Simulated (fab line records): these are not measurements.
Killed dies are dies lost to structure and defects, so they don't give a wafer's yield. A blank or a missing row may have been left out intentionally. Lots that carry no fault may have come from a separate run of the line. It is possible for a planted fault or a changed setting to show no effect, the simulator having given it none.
fab line records    flow sky130
record lots=7  wafers=21  lastDay=50
route steps=708 shown LDD_HVP@279 LDD_LDN@289 PAD_OPEN@708
lots untouched by any fault: they come from a run of this same line in which no faults occurred
startH: the number of hours between the record's first day and the start of the first shown wafer of the lot    waitH: hours since the lot's step before    " same as the row above    L1.1+2: several wafers, shown together as one row    - no value, or no start given    * or withheld: withheld    < > ~ a bound
route shown NAME@n: names a module that has steps shown in the file, with the first one's number in the route    usual: mean/standard deviation of fault-free wafers    same: alike in all rows    chamber/n: place in a boat    sites: each site's reading    _std_site: how widely they spread, as a standard deviation    _edge_site: the outer-site mean with the inner-site mean subtracted    radiusMm: how far each site lies from the wafer's centre    mask NAME#n: copy n    behind: the tool/chamber that last shaped the wafer    hold: why the lot went on hold/how many hours it stayed there/how the hold came to an end    device: names the non-switching transistor (n, p or np)    end of line: tests of these same wafers at the route's end    step lacking rows: just its recipe    killed: not the wafer's yield, but the dies lost to structure and defects at the first sort    map: dies across one wafer; x = killed, . = not, _ = none there
set.NAME: the setting the step ran with; set.NAME@STEP: the setting that earlier step ran with    model.NAME: the simulator's own value behind a step, which no gauge read
certain route steps with their lots: each step a table, each wafer a row
services: from which hour (startH, from the record's first day; less than 0 if before it) a tool's chamber was out of use, for how many hours, and why
## steps
# step SKY_LDD_HVP_HMDS_01
# recipe primeTimeS=60  primeTempC=120
# step SKY_LDD_HVP_COAT_02
# recipe resist=NOVOLAK  spinRpm=3000  resistThkNm=300
# step SKY_LDD_HVP_SOFTBAKE_03
# recipe tempC=90  timeS=60  resist=NOVOLAK
# step SKY_LDD_HVP_EXPOSE_04
# recipe maskId=HVPTM  na=0.6  sourceShape=conventional  sigmaOuter=0.6  polarization=unpolarized  targetCdNm=700  doseMj=86
# step SKY_LDD_HVP_PEB_05
# recipe tempC=withheld  timeS=*  resist=NOVOLAK
# step SKY_LDD_HVP_DEVELOP_06
# recipe resist=NOVOLAK  developer=TMAH  developTimeS=60  devTempC=23
# step SKY_LDD_HVP_OVL_MEAS_07
# usual LDD_HVP_OVL=-0.1/1.6
lot.wafer  tool        chamber  startH  waitH  LDD_HVP_OVL[nm]
L562.1     overlay-01  -        512.80  0.1    -1.0
L562.2     "           -        "       "      -0.1
L562.3     "           -        "       "      0.2
L564.1     overlay-02  -        535.35  0.1    -0.2
L564.2     "           -        "       "      -1.1
L564.4     "           -        "       "      0.8
L568.2     overlay-02  -        568.83  0.1    0.6
L568.4     "           -        "       "      -2.0
L568.6     "           -        "       "      -1.7
L575.1     overlay-02  -        628.42  0.1    -2.0
L575.2     "           -        "       "      -2.0
L575.3     "           -        "       "      -0.9
L576.2     overlay-02  -        637.33  0.1    -0.5
L576.4     "           -        "       "      -0.8
L576.5     "           -        "       "      -0.9
L578.3     overlay-02  -        655.58  0.1    -2.9
L578.4     "           -        "       "      -0.2
L578.5     "           -        "       "      -1.2
L583.1     overlay-01  -        688.57  0.1    0.5
L583.3     "           -        "       "      0.7
L583.5     "           -        "       "      2.1
# step SKY_LDD_HVP_IMPLANT_08
# recipe species=B  energyKev=20  doseCm2=1.7e+13  tiltDeg=17.9
# step SKY_LDD_HVP_STRIP_09
# recipe chemistry=O2/N2  powerW=1400  pressureMtorr=1500  platenTempC=withheld  o2FlowSccm=3000  n2FlowSccm=300  overashFraction=0.5
# usual drypumpMotorCurrentA=5.88/0.092  oesProductAu=0.409/0.0043  stripTimeToEndpointS=4.133/0.015
lot.wafer  tool            chamber  startH  waitH  drypumpMotorCurrentA  oesProductAu  rfHoursCounterH  stripTimeToEndpointS
L562.1     plasmaAsher-01  0        512.98  0.1    5.85                  0.410         39               4.143
L562.2     "               1        "       "      5.80                  0.401         39               4.135
L562.3     "               0        "       "      5.89                  0.405         -                4.132
L564.1     plasmaAsher-03  1        535.53  0.1    5.85                  0.408         84               4.138
L564.2     "               0        "       "      5.97                  0.408         84               4.119
L564.4     "               0        "       "      5.96                  0.411         -                4.125
L568.2     plasmaAsher-03  1        569.01  0.1    5.86                  0.403         87               4.109
L568.4     "               1        "       "      5.83                  0.405         -                4.121
L568.6     "               0        "       "      5.99                  0.407         -                4.124
L575.1     plasmaAsher-03  1        628.61  0.1    5.85                  0.405         93               4.129
L575.2     "               0        "       "      5.97                  0.403         93               4.113
L575.3     "               0        "       "      5.97                  0.402         -                4.113
L576.2     plasmaAsher-03  1        637.51  0.1    5.88                  0.405         94               4.127
L576.4     "               1        "       "      5.88                  0.410         -                4.130
L576.5     "               1        "       "      5.87                  0.413         -                4.122
L578.3     plasmaAsher-02  1        655.79  0.1    5.70                  0.409         -                4.141
L578.4     "               0        "       "      6.08                  0.410         -                4.130
L578.5     "               0        "       "      6.05                  0.415         -                4.152
L583.1     plasmaAsher-01  1        688.76  0.1    5.81                  0.412         57               4.126
L583.3     "               0        "       "      5.88                  0.411         -                4.108
L583.5     "               1        "       "      5.81                  0.414         -                4.125
# step SKY_LDD_HVP_TW_MEAS_10
# usual LDD_HVP_TW=456/4.9
lot.wafer  tool          chamber  startH  waitH  LDD_HVP_TW
L562.1     filmMetro-04  -        513.08  0.1    459
L562.2     "             -        "       "      458
L562.3     "             -        "       "      458
L564.1     filmMetro-01  -        535.63  0.1    456
L564.2     "             -        "       "      455
L564.4     "             -        "       "      456
L568.2     filmMetro-01  -        569.12  0.1    456
L568.4     "             -        "       "      458
L568.6     "             -        "       "      454
L575.1     filmMetro-04  -        628.71  0.1    463
L575.2     "             -        "       "      460
L575.3     "             -        "       "      463
L576.2     filmMetro-01  -        637.62  0.1    460
L576.4     "             -        "       "      458
L576.5     "             -        "       "      458
L578.3     filmMetro-02  -        655.88  0.1    446
L578.4     "             -        "       "      449
L578.5     "             -        "       "      450
L583.1     filmMetro-04  -        688.86  0.1    461
L583.3     "             -        "       "      463
L583.5     "             -        "       "      462
# step SKY_LDD_LDN_DEHYDRATE_00
# recipe tempC=200  timeS=60
# step SKY_LDD_LDN_HMDS_01
# recipe primeTimeS=60  primeTempC=120
# step SKY_LDD_LDN_COAT_02
# recipe resist=NOVOLAK  spinRpm=3000  resistThkNm=1140
lot.wafer  tool           chamber  startH  waitH  model.NOVOLAK_of_LDD_LDN_COAT_02.thkNm
L562.1     lithoTrack-02  0        527.77  0.1    1143
L562.2+3   "              0        "       "      1140
L564.1     lithoTrack-01  0        550.05  0.1    1141
L564.2+4   "              0        "       "      1142
L568.2     lithoTrack-01  0        583.47  0.1    1139
L568.4     "              0        "       "      1145
L568.6     "              0        "       "      1138
L575.1     lithoTrack-01  0        642.50  0.1    663.8
L575.2     "              0        "       "      664.5
L575.3     "              0        "       "      661.4
L576.2     lithoTrack-01  0        651.37  0.1    661
L576.4     "              0        "       "      661.5
L576.5     "              0        "       "      660.8
L578.3     lithoTrack-01  0        670.25  0.1    661.6
L578.4     "              0        "       "      662.9
L578.5     "              0        "       "      665.4
L583.1     lithoTrack-04  0        702.90  0.1    1137
L583.3     "              0        "       "      1142
L583.5     "              0        "       "      1138
# step SKY_LDD_LDN_SOFTBAKE_03
# recipe tempC=90  timeS=60  resist=NOVOLAK
# step SKY_LDD_LDN_EXPOSE_04
# recipe maskId=LDNTM  na=0.6  sourceShape=conventional  sigmaOuter=0.6  polarization=unpolarized  targetCdNm=700  doseMj=140
# step SKY_LDD_LDN_PEB_05
# recipe tempC=withheld  timeS=*  resist=NOVOLAK
# step SKY_LDD_LDN_DEVELOP_06
# recipe resist=NOVOLAK  developer=TMAH  developTimeS=60  devTempC=23
lot.wafer  tool           chamber  startH  waitH  model.NOVOLAK_of_LDD_LDN_COAT_02.thkNm
L562.1     lithoTrack-02  0        543.12  0.1    1142
L562.2     "              0        "       "      1140
L562.3     "              0        "       "      1139
L564.1     lithoTrack-01  0        565.45  0.1    1141
L564.2+4   "              0        "       "      1142
L568.2     lithoTrack-01  0        598.22  0.1    1138
L568.4     "              0        "       "      1144
L568.6     "              0        "       "      1137
L575.1     lithoTrack-01  0        656.00  0.1    663.4
L575.2     "              0        "       "      664.1
L575.3     "              0        "       "      661
L576.2     lithoTrack-04  0        665.02  0.1    660.5
L576.4     "              0        "       "      661.1
L576.5     "              0        "       "      660.4
L578.3     lithoTrack-02  0        683.62  0.1    661.2
L578.4     "              0        "       "      662.5
L578.5     "              0        "       "      665
L583.1     lithoTrack-02  0        717.07  0.1    1136
L583.3     "              0        "       "      1141
L583.5     "              0        "       "      1138
# step SKY_LDD_LDN_OVL_MEAS_07
# usual LDD_LDN_OVL=-0.5/1.4
lot.wafer  tool        chamber  startH  waitH  LDD_LDN_OVL[nm]
L562.1     overlay-02  -        543.27  0.1    -0.8
L562.2     "           -        "       "      -0.2
L562.3     "           -        "       "      0.4
L564.1     overlay-02  -        565.60  0.1    -0.4
L564.2     "           -        "       "      -0.1
L564.4     "           -        "       "      -0.4
L568.2     overlay-02  -        598.35  0.1    -2.0
L568.4     "           -        "       "      0.8
L568.6     "           -        "       "      1.4
L575.1     overlay-02  -        656.15  0.1    -1.7
L575.2     "           -        "       "      -1.9
L575.3     "           -        "       "      -3.5
L576.2     overlay-02  -        665.15  0.1    1.2
L576.4     "           -        "       "      -0.2
L576.5     "           -        "       "      -1.2
L578.3     overlay-01  -        683.73  0.1    2.0
L578.4     "           -        "       "      0.0
L578.5     "           -        "       "      0.5
L583.1     overlay-02  -        717.22  0.1    -1.7
L583.3     "           -        "       "      -2.9
L583.5     "           -        "       "      -1.6
# step SKY_LDD_LDN_IMPLANT_08
# recipe species=As  energyKev=15  doseCm2=1.25e+13  tiltDeg=withheld  rotationDeg=23
# step SKY_LDD_LDN_IMPLANT_09
# recipe species=As  energyKev=15  doseCm2=1.25e+13  tiltDeg=withheld  rotationDeg=113
# step SKY_LDD_LDN_IMPLANT_10
# recipe species=As  energyKev=15  doseCm2=1.25e+13  tiltDeg=withheld  rotationDeg=203
# step SKY_LDD_LDN_IMPLANT_11
# recipe species=As  energyKev=15  doseCm2=1.25e+13  tiltDeg=withheld  rotationDeg=293
# step SKY_LDD_LDN_STRIP_12
# recipe chemistry=O2/N2  powerW=1400  pressureMtorr=1500  platenTempC=withheld  o2FlowSccm=3000  n2FlowSccm=300  overashFraction=0.5
# usual drypumpMotorCurrentA=5.7/0.34  oesProductAu=0.716/0.0044  stripTimeToEndpointS=14.18/0.045
lot.wafer  tool            chamber  startH  waitH  drypumpMotorCurrentA  oesProductAu  rfHoursCounterH  stripTimeToEndpointS
L562.1     plasmaAsher-04  0        543.91  0.1    5.7                   0.719         12               14.22
L562.2     "               1        "       "      5.0                   0.721         12               14.17
L562.3     "               1        "       "      5.0                   0.723         -                14.18
L564.1     plasmaAsher-03  1        566.23  0.1    5.9                   0.719         87               14.19
L564.2     "               0        "       "      6.0                   0.715         87               14.19
L564.4     "               0        "       "      6.0                   0.720         -                14.21
L568.2     plasmaAsher-01  1        598.98  0.1    5.8                   0.719         48               14.15
L568.4     "               0        "       "      5.9                   0.716         -                14.24
L568.6     "               0        "       "      5.9                   0.708         -                14.15
L575.1     plasmaAsher-04  1        656.78  0.1    5.1                   0.595         24               8.67
L575.2     "               0        "       "      5.7                   0.601         24               8.69
L575.3     "               0        "       "      5.7                   0.592         -                8.65
L576.2     plasmaAsher-01  1        665.78  0.1    5.8                   0.586         55               8.62
L576.4     "               1        "       "      5.8                   0.586         -                8.66
L576.5     "               1        "       "      5.8                   0.590         -                8.64
L578.3     plasmaAsher-03  0        684.39  0.1    6.0                   0.595         -                8.65
L578.4     "               1        "       "      5.9                   0.594         -                8.64
L578.5     "               1        "       "      5.9                   0.596         -                8.69
L583.1     plasmaAsher-04  0        717.86  0.1    5.7                   0.715         30               14.12
L583.3     "               0        "       "      5.7                   0.719         -                14.19
L583.5     "               0        "       "      5.7                   0.715         -                14.16
# step SKY_LDD_LDN_TW_MEAS_13
# usual LDD_LDN_TW=1474/16
lot.wafer  tool          chamber  startH  waitH  LDD_LDN_TW
L562.1     filmMetro-03  -        544.01  0.1    1485
L562.2     "             -        "       "      1489
L562.3     "             -        "       "      1484
L564.1     filmMetro-03  -        566.33  0.1    1470
L564.2     "             -        "       "      1479
L564.4     "             -        "       "      1484
L568.2     filmMetro-03  -        599.09  0.1    1499
L568.4     "             -        "       "      1500
L568.6     "             -        "       "      1492
L575.1     filmMetro-01  -        656.88  0.1    1479
L575.2     "             -        "       "      1480
L575.3     "             -        "       "      1486
L576.2     filmMetro-01  -        665.89  0.1    1481
L576.4     "             -        "       "      1478
L576.5     "             -        "       "      1481
L578.3     filmMetro-01  -        684.48  0.1    1474
L578.4     "             -        "       "      1477
L578.5     "             -        "       "      1472
L583.1     filmMetro-03  -        717.96  0.1    1489
L583.3     "             -        "       "      1496
L583.5     "             -        "       "      1496
# step SKY_PAD_OPEN_PROBE_99
# usual killed_at_M0_to_M3=41/6.2  killed_at_M4_up=3.0/1.7  killedAtContacts=25/5.8  killedAtFrontEnd=16/4.5  killedAtOther=0.2/0.42  killedDies=85/8.4  killedOpen=46/5.9  killedShort=39/6.3
# same grossDies=492  killedAtBackSide=0
lot.wafer  tool       chamber  startH   waitH  killed_at_M0_to_M3  killed_at_M4_up  killedAtContacts  killedAtFrontEnd  killedAtOther  killedDies  killedOpen  killedShort
L562.1     prober-02  -        1090.57  0.1    52                  3                15                22                0              92          41          51
L562.2     prober-02  -        1090.62  0.1    38                  4                36                18                1              97          49          48
L562.3     prober-02  -        1090.67  0.2    44                  1                23                19                0              87          58          29
L564.1     prober-02  -        1104.27  0.1    44                  8                27                13                0              92          47          45
L564.2     prober-02  -        1104.32  0.1    45                  3                25                11                0              84          53          31
L564.4     prober-02  -        1104.42  0.2    37                  4                30                5                 0              76          40          36
L568.2     prober-02  -        1127.92  0.1    36                  3                16                14                0              69          37          32
L568.4     prober-02  -        1128.02  0.2    35                  5                25                15                0              80          52          28
L568.6     prober-02  -        1128.12  0.2    28                  2                23                18                1              72          37          35
L575.1     prober-01  -        1165.92  0.1    44                  5                24                10                0              83          49          34
L575.2     prober-01  -        1165.97  0.1    36                  4                22                16                0              78          42          36
L575.3     prober-01  -        1166.02  0.2    52                  1                24                15                0              92          46          46
L576.2     prober-02  -        1172.11  0.1    37                  4                31                11                0              83          51          31
L576.4     prober-02  -        1172.21  0.2    42                  2                18                16                0              78          39          37
L576.5     prober-02  -        1172.26  0.2    42                  5                22                16                0              85          49          35
L578.3     prober-02  -        1181.71  0.2    34                  3                21                18                1              77          44          31
L578.4     prober-02  -        1181.76  0.2    30                  2                22                18                0              72          39          30
L578.5     prober-02  -        1181.81  0.2    34                  2                22                14                0              72          46          26
L583.1     prober-01  -        1202.81  0.1    35                  0                30                8                 0              73          44          29
L583.3     prober-01  -        1202.91  0.2    44                  1                34                18                0              97          48          48
L583.5     prober-01  -        1203.01  0.2    55                  1                22                13                0              91          43          48
# killed by level:class
L562.1 VIA1:geometricParticle:open=12 METAL2:geometricParticle:short=9 FIELD_ISO:geometricParticle:short=8 METAL1:geometricParticle:short=7 LI_CONTACT:geometricParticle:open=6 VIA3:geometricParticle:open=6 VIA2:geometricParticle:open=5 POLY_GATE:geometricParticle:short=4
L562.2 CONTACT:geometricParticle:open=13 VIA1:geometricParticle:open=10 LI_CONTACT:geometricParticle:open=8 METAL2:geometricParticle:short=6 LI_CONTACT:geometricParticle:short=5 METAL1:geometricParticle:short=5 CONTACT:geometricParticle:short=5 FIELD_ISO:geometricParticle:open=4
L562.3 VIA1:geometricParticle:open=14 LI_CONTACT:geometricParticle:open=12 CONTACT:geometricParticle:open=7 VIA3:geometricParticle:open=7 POLY_GATE:geometricParticle:open=6 METAL1:geometricParticle:short=6 POLY_GATE:geometricParticle:short=5 VIA2:geometricParticle:open=5
L564.1 CONTACT:geometricParticle:open=11 VIA1:geometricParticle:short=11 VIA1:geometricParticle:open=11 CONTACT:geometricParticle:short=8 VIA2:geometricParticle:open=7 METAL4:geometricParticle:short=6 FIELD_ISO:geometricParticle:open=3 FIELD_ISO:geometricParticle:short=3
L564.2 VIA1:geometricParticle:open=15 CONTACT:geometricParticle:open=10 VIA2:geometricParticle:open=8 LI_CONTACT:geometricParticle:open=7 METAL2:geometricParticle:short=5 CONTACT:geometricParticle:short=4 VIA1:geometricParticle:short=4 VIA3:geometricParticle:open=4
L564.4 LI_CONTACT:geometricParticle:open=10 VIA1:geometricParticle:open=10 CONTACT:geometricParticle:short=9 METAL1:geometricParticle:short=7 VIA2:geometricParticle:open=6 CONTACT:geometricParticle:open=5 VIA1:geometricParticle:short=5 LI_CONTACT:geometricParticle:short=4
L568.2 VIA1:geometricParticle:open=11 FIELD_ISO:geometricParticle:short=5 FIELD_ISO:geometricParticle:open=4 CONTACT:geometricParticle:short=4 VIA2:geometricParticle:open=4 LI_CONTACT:geometricParticle:open=4 VIA3:geometricParticle:open=4 LOCAL_INTERCONNECT:geometricParticle:short=3
L568.4 VIA1:geometricParticle:open=9 CONTACT:geometricParticle:short=7 CONTACT:geometricParticle:open=7 VIA2:geometricParticle:open=7 FIELD_ISO:geometricParticle:open=6 LI_CONTACT:geometricParticle:open=5 VIA3:geometricParticle:open=5 POLY_GATE:geometricParticle:open=3
L568.6 CONTACT:geometricParticle:open=11 VIA2:geometricParticle:open=6 FIELD_ISO:geometricParticle:short=5 POLY_GATE:geometricParticle:short=5 METAL1:geometricParticle:short=5 FIELD_ISO:geometricParticle:open=4 LOCAL_INTERCONNECT:geometricParticle:short=4 METAL2:geometricParticle:short=4
L575.1 VIA1:geometricParticle:open=13 CONTACT:geometricParticle:open=8 CONTACT:geometricParticle:short=7 FIELD_ISO:geometricParticle:open=6 METAL3:geometricParticle:short=6 LI_CONTACT:geometricParticle:open=5 METAL1:geometricParticle:open=4 VIA2:geometricParticle:open=4
L575.2 VIA1:geometricParticle:open=10 METAL1:geometricParticle:short=9 LI_CONTACT:geometricParticle:open=8 VIA3:geometricParticle:open=6 FIELD_ISO:geometricParticle:open=5 CONTACT:geometricParticle:open=5 FIELD_ISO:geometricParticle:short=4 LI_CONTACT:geometricParticle:short=4
L575.3 VIA1:geometricParticle:open=14 CONTACT:geometricParticle:open=12 METAL1:geometricParticle:short=9 METAL2:geometricParticle:short=6 VIA2:geometricParticle:short=6 POLY_GATE:geometricParticle:short=5 CONTACT:geometricParticle:short=5 VIA1:geometricParticle:short=5
L576.2 CONTACT:geometricParticle:open=13 VIA1:geometricParticle:open=10 LI_CONTACT:geometricParticle:open=7 VIA2:geometricParticle:open=5 VIA1:geometricParticle:short=5 VIA3:geometricParticle:open=5 LOCAL_INTERCONNECT:geometricParticle:short=4 CONTACT:geometricParticle:short=4
L576.4 VIA2:geometricParticle:open=10 CONTACT:geometricParticle:open=7 CONTACT:geometricParticle:short=5 VIA1:geometricParticle:short=5 VIA3:geometricParticle:short=5 VIA3:geometricParticle:open=5 POLY_GATE:geometricParticle:short=4 VIA1:geometricParticle:open=4
L576.5 VIA1:geometricParticle:open=11 CONTACT:geometricParticle:open=7 METAL2:geometricParticle:short=7 LI_CONTACT:geometricParticle:open=6 FIELD_ISO:geometricParticle:open=5 VIA2:geometricParticle:open=5 POLY_GATE:geometricParticle:open=4 CONTACT:geometricParticle:short=4
L578.3 CONTACT:geometricParticle:open=7 FIELD_ISO:geometricParticle:open=6 METAL1:geometricParticle:short=6 VIA1:geometricParticle:open=6 VIA3:geometricParticle:open=6 POLY_GATE:geometricParticle:open=5 LI_CONTACT:geometricParticle:open=4 LOCAL_INTERCONNECT:geometricParticle:short=4
L578.4 CONTACT:geometricParticle:open=10 VIA1:geometricParticle:open=7 FIELD_ISO:geometricParticle:open=5 LI_CONTACT:geometricParticle:open=4 VIA1:geometricParticle:short=4 VIA2:geometricParticle:open=4 METAL3:geometricParticle:short=4 VIA3:geometricParticle:open=4
L578.5 CONTACT:geometricParticle:open=11 VIA1:geometricParticle:open=11 VIA2:geometricParticle:open=7 FIELD_ISO:geometricParticle:short=4 LI_CONTACT:geometricParticle:open=4 POLY_GATE:geometricParticle:short=3 LOCAL_INTERCONNECT:geometricParticle:short=3 METAL2:geometricParticle:open=3
L583.1 LI_CONTACT:geometricParticle:open=10 VIA1:geometricParticle:open=8 CONTACT:geometricParticle:open=7 VIA3:geometricParticle:open=7 CONTACT:geometricParticle:short=6 VIA2:geometricParticle:open=6 FIELD_ISO:geometricParticle:short=5 METAL1:geometricParticle:short=5
L583.3 CONTACT:geometricParticle:open=13 VIA1:geometricParticle:open=10 LOCAL_INTERCONNECT:geometricParticle:short=10 METAL1:geometricParticle:short=8 LI_CONTACT:geometricParticle:open=7 METAL2:geometricParticle:short=7 FIELD_ISO:geometricParticle:open=6 VIA1:geometricParticle:short=4
L583.5 VIA1:geometricParticle:open=14 LI_CONTACT:geometricParticle:short=7 VIA3:geometricParticle:open=7 METAL1:geometricParticle:short=7 METAL2:geometricParticle:short=7 VIA2:geometricParticle:open=7 POLY_GATE:geometricParticle:short=6 LOCAL_INTERCONNECT:geometricParticle:short=6
## services
tool            chamber  startH  hours  kind
plasmaAsher-03  -        500.66  2.8    pm
plasmaAsher-01  -        542.74  1.5    repair
plasmaAsher-02  -        585.15  2.8    pm
plasmaAsher-02  -        599.15  7.2    repair
plasmaAsher-01  -        626.76  2.8    pm
plasmaAsher-01  -        647.84  2.0    repair
plasmaAsher-02  -        681.34  8.2    repair
plasmaAsher-01  -        684.47  0.5    repair
plasmaAsher-03  -        712.77  6.4    repair
## key
firstSign step=SKY_LDD_LDN_STRIP_12  reading=stripTimeToEndpointS  direction=down  sigmas=99+  usual=*  struck=*
effect step=SKY_LDD_LDN_STRIP_12  reading=oesProductAu  direction=down  sigmas=28  usual=0.716  struck=0.593
modelEffect step=SKY_LDD_LDN_COAT_02  value=NOVOLAK_of_LDD_LDN_COAT_02.thkNm  without=1136  struck=662.5
modelEffect step=SKY_LDD_LDN_DEVELOP_06  value=NOVOLAK_of_LDD_LDN_COAT_02.thkNm  without=1136  struck=662.1
metAt SKY_LDD_LDN_COAT_02
struckWafers L575.1,L575.2,L575.3,L576.2,L576.4,L576.5,L578.3,L578.4,L578.5
testerLeftOut L575,L576,L578
onsetBetween 583.47 642.50
fault kind=processParameterDrift  tool=lithoTrack-01  chamber=-  onsetH=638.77  steps=SKY_LDD_LDN_COAT_02  channel=resistThkNm  offset=-475.42  shape=step  endH=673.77  actsIn=theseRecipesOnly  stated=1140
# testerLeftOut: of these lots the tester's yield and bins aren't shown, on N5 and GAA mostly nor the transistor test; their killed dies are dies lost to structure and defects alone, not to doping, threshold or leakage, so they don't give the yield
